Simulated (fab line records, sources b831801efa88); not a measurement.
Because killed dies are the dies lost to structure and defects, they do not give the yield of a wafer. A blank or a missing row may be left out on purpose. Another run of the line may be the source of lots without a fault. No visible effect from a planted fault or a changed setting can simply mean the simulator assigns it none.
Matching of chambers ; flow gf180mcu ; 3 sister chambers for GF_V2_CVD_02 on pecvd-03
The step deposits SiO2 from TEOS, target thk 850 nm, time 94.851 s. 22 wafers are shown with their chamber, then 11 later ones without.

== WAFERS WITH THEIR CHAMBER ==
wafer;chamber;heater power w (W)
L077.3;1;939
L077.4;2;472
L077.5;0;520
L079.1;0;568
L079.2;1;978
L079.3;2;590
L079.4;1;1044
L079.5;0;601
L079.6;2;458
L083.1;1;885
L083.5;0;518
L083.6;2;468
L082.2;2;485
L082.5;0;660
L082.6;2;536
L084.1;1;999
L084.2;0;618
L084.3;2;583
L084.4;0;660
L084.5;1;1022
L084.6;2;477
L086.3;2;585

SIGNATURES, as means of the wafers listed above
reading;chamber 0;chamber 1;chamber 2;scatter within a chamber
heater power w;592.14;977.83;517.11;57.7
Rule: distance of a wafer from a chamber = root of the sum over the readings of ((wafer's reading minus chamber's mean) / reading's scatter) squared. The wafer belongs to the nearest chamber; if the next one is less than 2 further off, it can't be placed. How the scatter is found: for the shown wafers, subtract from each reading the mean of its chamber, square and add these, divide the total by (wafers less chambers), then take the root.

== WAFERS WHOSE CHAMBER IS MISSING ==
wafer;heater power w (W)
L086.5;635
L086.6;460
L089.2;564
L089.3;622
L089.5;960
L096.2;504
L096.4;545
L096.5;555
L097.2;540
L097.4;585
L097.5;587

== WHICH CHAMBER EACH WENT THROUGH ==
wafer;from the rows above;in truth
L086.5;can't be placed: 0 or 2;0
L086.6;can't be placed: 2 or 0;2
L089.2;can't be placed: 0 or 2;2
L089.3;can't be placed: 0 or 2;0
L089.5;1;1
L096.2;can't be placed: 2 or 0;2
L096.4;can't be placed: 2 or 0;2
L096.5;can't be placed: 0 or 2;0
L097.2;can't be placed: 2 or 0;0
L097.4;can't be placed: 0 or 2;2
L097.5;can't be placed: 0 or 2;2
1 of 11 placed correctly. Not placeable from these rows: 10 (in 10, the candidates include the true chamber). Wrongly placed: 0.
